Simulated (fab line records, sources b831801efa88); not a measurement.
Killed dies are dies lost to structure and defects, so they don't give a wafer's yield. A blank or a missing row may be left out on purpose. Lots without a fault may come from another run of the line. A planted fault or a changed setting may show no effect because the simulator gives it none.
Problem report in the 8D (eight disciplines) form, filled by code | flow sky130 | the parts of the form that need people (team, actions taken, sign-off) are left out

1. THE PROBLEM
chamber_pressure_mTorr at SKY_CAP2M_METAL_ETCH_13 reads a mean of 8.002 mTorr on 9 wafers of 3 lots; wafers without a fault read 9.999 mTorr with a standard deviation of 0.009. That is -99 or more standard deviations from the usual mean.
The step: etches TiN in Cl2/BCl3, stops on SiO2, target depth 220 nm, time 62.9 s.
First seen on wafer L573.1, day 41 12:29, on rie_metal-03. The record holds 33 wafers of 11 lots with a number at this step. Rule for "out", or "out of limits": more than 4 standard deviations from the usual mean. The other wafers with a number count as sound.

2. WHAT IT IS AND WHAT IT IS NOT
question                    | is                     | is not
which readings at this step | chamber_pressure_mTorr | drypump_motor_current_A, oes_product_au
which lots                  | L573, L574, L577       | L572, L575, L587, L589, L590, L591, L593, L594
which wafers of those lots  | all that have a number | -
read on which tools         | rie_metal-03           | rie_metal-01, rie_metal-04
when                        | from day 41 12:29      | up to then (3 sound wafers); but 21 sound wafers of L575, L587, L589, L590, L591, L593, L594 came after

3. SUSPECTS, AND WHAT RULES EACH OUT
Counting: a tool at a process step up to the reading stays a suspect if it ran every lot that is out and no sound lot after the first of them.
- rie_metal-03 at SKY_METAL3_ETCH_16 (etches BARC in N2/H2, stops on SiO2, time 88.2 s, target depth 60 nm): ruled out as a lasting fault. Sound lots L591 ran on it after its first lot that is out, L573 (day 39 08:20).
- rie_metal-03 at SKY_CAP2M_METAL_ETCH_13 (etches TiN in Cl2/BCl3, stops on SiO2, target depth 220 nm, time 62.9 s): ruled out as a lasting fault. Sound lots L587, L593 ran on it after its first lot that is out, L573 (day 41 12:29).
Left after counting: nothing in the record.

4. THE CAUSE (what the simulator had put in)
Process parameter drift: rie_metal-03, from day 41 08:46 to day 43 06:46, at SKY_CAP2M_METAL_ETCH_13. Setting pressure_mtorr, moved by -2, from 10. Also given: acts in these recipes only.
Counting ruled it out, wrongly.

5. THE CHAIN OF EFFECTS, in route order
Each row: a reading whose mean over the struck wafers that have a number lies more than 3 standard deviations from the usual. Only readings for which the record gives a usual standard deviation are gone through. hours: the time from each lot's start at the first step in this table that gives one to its start at this step, as a median over the lots. sigmas: the change in usual standard deviations.
hours | step                    | reading                | usual       | on struck wafers | change | sigmas
0     | SKY_CAP2M_METAL_ETCH_13 | chamber_pressure_mTorr | 9.999 mTorr | 8.002            | -1.997 | -99 or more
The process steps in it:
- SKY_CAP2M_METAL_ETCH_13: etches TiN in Cl2/BCl3, stops on SiO2, target depth 220 nm, time 62.9 s.

6. WHAT WOULD HAVE CAUGHT IT SOONER
In this record the first reading out of limits was taken at day 41 12:29, 4 hours after the fault began at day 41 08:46.
